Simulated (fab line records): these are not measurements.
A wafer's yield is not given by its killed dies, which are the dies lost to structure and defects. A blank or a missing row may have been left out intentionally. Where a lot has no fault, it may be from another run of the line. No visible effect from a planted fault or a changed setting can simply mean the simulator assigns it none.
Which tool did it? || flow gf180mcu || 13 lots with 39 wafers sampled at 6 steps, on a route of 602 steps

## WHAT THE GAUGES READ, wafer by wafer
GF_STI_BOW_MEAS_00. Usual: for INCOMING_BOW the level is -1 um and the standard deviation is 5.3.
{"lot": "L998", "measured": "day 1 10:02", "on": "film-metro-02", "INCOMING_BOW (um)": "-2 -7 -4", "flag": ""}
{"lot": "L999", "measured": "day 1 15:01", "on": "film-metro-03", "INCOMING_BOW (um)": "-4 11 3", "flag": ""}
{"lot": "L100", "measured": "day 1 20:03", "on": "film-metro-04", "INCOMING_BOW (um)": "-1 -5 4", "flag": ""}
{"lot": "L101", "measured": "day 2 01:00", "on": "film-metro-04", "INCOMING_BOW (um)": "-5 0 -8", "flag": ""}
{"lot": "L106", "measured": "day 3 02:00", "on": "film-metro-02", "INCOMING_BOW (um)": "2 4 1", "flag": ""}
{"lot": "L112", "measured": "day 4 08:00", "on": "film-metro-04", "INCOMING_BOW (um)": "-2 3 0", "flag": ""}
{"lot": "L113", "measured": "day 4 13:02", "on": "film-metro-04", "INCOMING_BOW (um)": "3 1 4", "flag": ""}
{"lot": "L114", "measured": "day 4 18:04", "on": "film-metro-03", "INCOMING_BOW (um)": "4 3 0", "flag": ""}
{"lot": "L115", "measured": "day 4 23:01", "on": "film-metro-03", "INCOMING_BOW (um)": "2 1 -3", "flag": ""}
{"lot": "L117", "measured": "day 5 09:02", "on": "film-metro-02", "INCOMING_BOW (um)": "-14 -5 9", "flag": ""}
{"lot": "L118", "measured": "day 5 14:01", "on": "film-metro-04", "INCOMING_BOW (um)": "-1 -6 6", "flag": ""}
{"lot": "L120", "measured": "day 6 00:01", "on": "film-metro-04", "INCOMING_BOW (um)": "4 1 -1", "flag": ""}
{"lot": "L121", "measured": "day 6 05:01", "on": "film-metro-02", "INCOMING_BOW (um)": "6 -10 0", "flag": ""}

GF_NWELL_OVL_MEAS_07. Usual: for NWELL_OVL the level is 0.2 nm and the standard deviation is 1.4.
{"lot": "L998", "measured": "day 3 06:36", "on": "overlay-01", "NWELL_OVL (nm)": "1.0 0.4 1.1", "flag": ""}
{"lot": "L999", "measured": "day 3 13:05", "on": "overlay-02", "NWELL_OVL (nm)": "1.3 -1.0 -1.2", "flag": ""}
{"lot": "L100", "measured": "day 3 20:24", "on": "overlay-01", "NWELL_OVL (nm)": "1.5 0.7 1.1", "flag": ""}
{"lot": "L101", "measured": "day 4 00:17", "on": "overlay-01", "NWELL_OVL (nm)": "0.7 1.2 0.0", "flag": ""}
{"lot": "L106", "measured": "day 5 03:26", "on": "overlay-01", "NWELL_OVL (nm)": "- - -", "flag": "OFF"}
{"lot": "L112", "measured": "day 6 12:38", "on": "overlay-02", "NWELL_OVL (nm)": "3.5 1.7 1.2", "flag": ""}
{"lot": "L113", "measured": "day 6 17:54", "on": "overlay-01", "NWELL_OVL (nm)": "-1.6 -1.2 0.3", "flag": ""}
{"lot": "L114", "measured": "day 6 23:07", "on": "overlay-01", "NWELL_OVL (nm)": "-1.2 1.4 -0.8", "flag": ""}
{"lot": "L115", "measured": "day 7 04:36", "on": "overlay-01", "NWELL_OVL (nm)": "-0.6 2.5 1.0", "flag": ""}
{"lot": "L117", "measured": "day 7 15:18", "on": "overlay-01", "NWELL_OVL (nm)": "-0.1 -1.2 0.4", "flag": ""}
{"lot": "L118", "measured": "day 7 20:14", "on": "overlay-02", "NWELL_OVL (nm)": "1.3 1.6 2.2", "flag": ""}
{"lot": "L120", "measured": "day 8 06:48", "on": "overlay-01", "NWELL_OVL (nm)": "0.6 1.0 1.5", "flag": ""}
{"lot": "L121", "measured": "day 8 12:45", "on": "overlay-01", "NWELL_OVL (nm)": "-0.1 1.0 1.8", "flag": ""}

GF_NWELL_TW_MEAS_11. Usual: for NWELL_TW the level is 1588 and the standard deviation is 12.
{"lot": "L998", "measured": "day 3 07:02", "on": "film-metro-01", "NWELL_TW": "1576 1572 1579", "flag": ""}
{"lot": "L999", "measured": "day 3 13:32", "on": "film-metro-03", "NWELL_TW": "1586 1578 1590", "flag": ""}
{"lot": "L100", "measured": "day 3 20:50", "on": "film-metro-01", "NWELL_TW": "1573 1569 1562", "flag": ""}
{"lot": "L101", "measured": "day 4 00:43", "on": "film-metro-04", "NWELL_TW": "1609 1606 1596", "flag": ""}
{"lot": "L106", "measured": "day 5 03:52", "on": "film-metro-04", "NWELL_TW": "31 31 31", "flag": "OFF"}
{"lot": "L112", "measured": "day 6 13:04", "on": "film-metro-01", "NWELL_TW": "1572 1565 1571", "flag": ""}
{"lot": "L113", "measured": "day 6 18:20", "on": "film-metro-04", "NWELL_TW": "1601 1601 1601", "flag": ""}
{"lot": "L114", "measured": "day 6 23:34", "on": "film-metro-01", "NWELL_TW": "1579 1568 1581", "flag": ""}
{"lot": "L115", "measured": "day 7 05:02", "on": "film-metro-03", "NWELL_TW": "1581 1581 1574", "flag": ""}
{"lot": "L117", "measured": "day 7 15:44", "on": "film-metro-04", "NWELL_TW": "1589 1586 1597", "flag": ""}
{"lot": "L118", "measured": "day 7 20:41", "on": "film-metro-04", "NWELL_TW": "1585 1587 1581", "flag": ""}
{"lot": "L120", "measured": "day 8 07:14", "on": "film-metro-03", "NWELL_TW": "1580 1587 1576", "flag": ""}
{"lot": "L121", "measured": "day 8 13:11", "on": "film-metro-03", "NWELL_TW": "1577 1581 1573", "flag": ""}

GF_LVPWELL_OVL_MEAS_07. Usual: for LVPWELL_OVL the level is 0.6 nm and the standard deviation is 1.2.
{"lot": "L998", "measured": "day 3 20:16", "on": "overlay-02", "LVPWELL_OVL (nm)": "-0.3 -2.6 0.7", "flag": ""}
{"lot": "L999", "measured": "day 4 02:09", "on": "overlay-01", "LVPWELL_OVL (nm)": "1.6 1.1 1.7", "flag": ""}
{"lot": "L100", "measured": "day 4 09:45", "on": "overlay-02", "LVPWELL_OVL (nm)": "1.7 1.1 1.5", "flag": ""}
{"lot": "L101", "measured": "day 4 14:23", "on": "overlay-01", "LVPWELL_OVL (nm)": "1.1 0.8 2.1", "flag": ""}
{"lot": "L106", "measured": "day 5 18:53", "on": "overlay-01", "LVPWELL_OVL (nm)": "-0.7 -1.4 0.1", "flag": ""}
{"lot": "L112", "measured": "day 7 04:14", "on": "overlay-02", "LVPWELL_OVL (nm)": "2.9 1.4 2.1", "flag": ""}
{"lot": "L113", "measured": "day 7 09:57", "on": "overlay-01", "LVPWELL_OVL (nm)": "1.0 1.2 0.7", "flag": ""}
{"lot": "L114", "measured": "day 7 15:13", "on": "overlay-02", "LVPWELL_OVL (nm)": "0.9 -0.6 1.5", "flag": ""}
{"lot": "L115", "measured": "day 7 20:36", "on": "overlay-01", "LVPWELL_OVL (nm)": "-0.3 0.5 -1.0", "flag": ""}
{"lot": "L117", "measured": "day 8 07:10", "on": "overlay-02", "LVPWELL_OVL (nm)": "1.3 2.4 0.1", "flag": ""}
{"lot": "L118", "measured": "day 8 12:10", "on": "overlay-02", "LVPWELL_OVL (nm)": "0.2 1.3 2.5", "flag": ""}
{"lot": "L120", "measured": "day 8 23:18", "on": "overlay-02", "LVPWELL_OVL (nm)": "1.4 0.2 0.0", "flag": ""}
{"lot": "L121", "measured": "day 9 05:28", "on": "overlay-01", "LVPWELL_OVL (nm)": "-1.1 -0.7 -0.7", "flag": ""}

GF_VT_IMPLANT_OVL_MEAS_18. Usual: for VT_IMPLANT_01_OVL the level is -0.6 nm and the standard deviation is 1.3.
{"lot": "L998", "measured": "day 6 06:16", "on": "overlay-01", "VT_IMPLANT_01_OVL (nm)": "-2.3 -1.0 1.3", "flag": ""}
{"lot": "L999", "measured": "day 6 12:56", "on": "overlay-02", "VT_IMPLANT_01_OVL (nm)": "0.4 0.5 -2.4", "flag": ""}
{"lot": "L100", "measured": "day 6 20:56", "on": "overlay-02", "VT_IMPLANT_01_OVL (nm)": "-0.9 1.6 0.5", "flag": ""}
{"lot": "L101", "measured": "day 7 02:59", "on": "overlay-01", "VT_IMPLANT_01_OVL (nm)": "0.7 -1.2 -0.3", "flag": ""}
{"lot": "L106", "measured": "day 8 10:20", "on": "overlay-02", "VT_IMPLANT_01_OVL (nm)": "-2.4 -2.3 -0.6", "flag": ""}
{"lot": "L112", "measured": "day 9 19:59", "on": "overlay-01", "VT_IMPLANT_01_OVL (nm)": "-1.7 -1.4 -1.8", "flag": ""}
{"lot": "L113", "measured": "day 10 03:07", "on": "overlay-02", "VT_IMPLANT_01_OVL (nm)": "-0.7 0.5 0.5", "flag": ""}
{"lot": "L114", "measured": "day 10 08:54", "on": "overlay-01", "VT_IMPLANT_01_OVL (nm)": "0.5 0.1 1.1", "flag": ""}
{"lot": "L115", "measured": "day 10 13:17", "on": "overlay-02", "VT_IMPLANT_01_OVL (nm)": "1.7 -0.8 -2.5", "flag": ""}
{"lot": "L117", "measured": "day 11 02:42", "on": "overlay-01", "VT_IMPLANT_01_OVL (nm)": "-0.2 -0.4 -1.4", "flag": ""}
{"lot": "L118", "measured": "day 11 06:03", "on": "overlay-02", "VT_IMPLANT_01_OVL (nm)": "-2.5 -1.3 -3.1", "flag": ""}
{"lot": "L120", "measured": "day 11 20:32", "on": "overlay-01", "VT_IMPLANT_01_OVL (nm)": "0.5 0.1 -0.8", "flag": ""}
{"lot": "L121", "measured": "day 12 02:59", "on": "overlay-01", "VT_IMPLANT_01_OVL (nm)": "-0.8 -1.4 -0.3", "flag": ""}

## WHICH TOOL RAN EACH LOT (tool, then ch and the chambers of the sampled wafers, then the start)
{"lot": "L998", "GF_NWELL_EXPOSE_04": "iline-stepper-02 ch 0, day 3 00:22"}
{"lot": "L999", "GF_NWELL_EXPOSE_04": "iline-stepper-01 ch 0, day 3 06:59"}
{"lot": "L100", "GF_NWELL_EXPOSE_04": "iline-stepper-02 ch 0, day 3 13:55"}
{"lot": "L101", "GF_NWELL_EXPOSE_04": "iline-stepper-02 ch 0, day 3 17:51"}
{"lot": "L106", "GF_NWELL_EXPOSE_04": "iline-stepper-02 ch 0, day 4 20:28"}
{"lot": "L112", "GF_NWELL_EXPOSE_04": "iline-stepper-02 ch 0, day 6 05:04"}
{"lot": "L113", "GF_NWELL_EXPOSE_04": "iline-stepper-01 ch 0, day 6 11:03"}
{"lot": "L114", "GF_NWELL_EXPOSE_04": "iline-stepper-02 ch 0, day 6 15:38"}
{"lot": "L115", "GF_NWELL_EXPOSE_04": "iline-stepper-02 ch 0, day 6 20:44"}
{"lot": "L117", "GF_NWELL_EXPOSE_04": "iline-stepper-02 ch 0, day 7 07:53"}
{"lot": "L118", "GF_NWELL_EXPOSE_04": "iline-stepper-02 ch 0, day 7 12:30"}
{"lot": "L120", "GF_NWELL_EXPOSE_04": "iline-stepper-01 ch 0, day 7 22:53"}
{"lot": "L121", "GF_NWELL_EXPOSE_04": "iline-stepper-02 ch 0, day 8 05:26"}
- GF_NWELL_EXPOSE_04: exposes mask Nwell, target cd 860 nm.

## AS READ BY THE TOOLS THEMSELVES (means over the sampled wafers that have a number; for cases with no such wafer, the mark the record gives instead)
GF_NWELL_EXPOSE_04. Usual: focus-offset-nm reads 0.0 nm (standard deviation 0.5).
{"lot": "L998", "tool": "iline-stepper-02", "focus-offset-nm (nm)": 0.4, "flag": ""}
{"lot": "L999", "tool": "iline-stepper-01", "focus-offset-nm (nm)": 0.5, "flag": ""}
{"lot": "L100", "tool": "iline-stepper-02", "focus-offset-nm (nm)": -0.0, "flag": ""}
{"lot": "L101", "tool": "iline-stepper-02", "focus-offset-nm (nm)": -0.1, "flag": ""}
{"lot": "L106", "tool": "iline-stepper-02", "focus-offset-nm (nm)": 0.0, "flag": ""}
{"lot": "L112", "tool": "iline-stepper-02", "focus-offset-nm (nm)": -0.1, "flag": ""}
{"lot": "L113", "tool": "iline-stepper-01", "focus-offset-nm (nm)": -1.0, "flag": ""}
{"lot": "L114", "tool": "iline-stepper-02", "focus-offset-nm (nm)": 0.0, "flag": ""}
{"lot": "L115", "tool": "iline-stepper-02", "focus-offset-nm (nm)": -0.2, "flag": ""}
{"lot": "L117", "tool": "iline-stepper-02", "focus-offset-nm (nm)": -0.4, "flag": ""}
{"lot": "L118", "tool": "iline-stepper-02", "focus-offset-nm (nm)": -0.3, "flag": ""}
{"lot": "L120", "tool": "iline-stepper-01", "focus-offset-nm (nm)": 0.7, "flag": ""}
{"lot": "L121", "tool": "iline-stepper-02", "focus-offset-nm (nm)": -0.3, "flag": ""}

## THE ANSWER, worked out from the rows above alone
Rule: a lot counts as off when the mean over its wafers that have a number is more than 3 standard deviations away from the usual mean. Also off: a lot with no number at a reading for which 4 or more lots have one. Any other lot the step has rows for is counted as sound. Order of review: gauges by route order, followed by the tools' own readings, for which a lot's mean as printed above is used. The first step at which some lot is off is used, and at that step the reading that is off furthest; a lot without a number counts as furthest.
Off: L106, seen at GF_NWELL_OVL_MEAS_07 (NWELL_OVL). Without a number there: L106.
If a tool, at a process step before that reading, ran all the lots that are off and no sound lot after the first of them, it fits. Not tried: the gauges at GF_NWELL_OVL_MEAS_07; whatever is off there is also off at GF_NWELL_TW_MEAS_11, on other tools, and gauge error can't account for it. Not one of the candidates tried fits.

## WHAT WAS PUT IN BY THE SIMULATOR
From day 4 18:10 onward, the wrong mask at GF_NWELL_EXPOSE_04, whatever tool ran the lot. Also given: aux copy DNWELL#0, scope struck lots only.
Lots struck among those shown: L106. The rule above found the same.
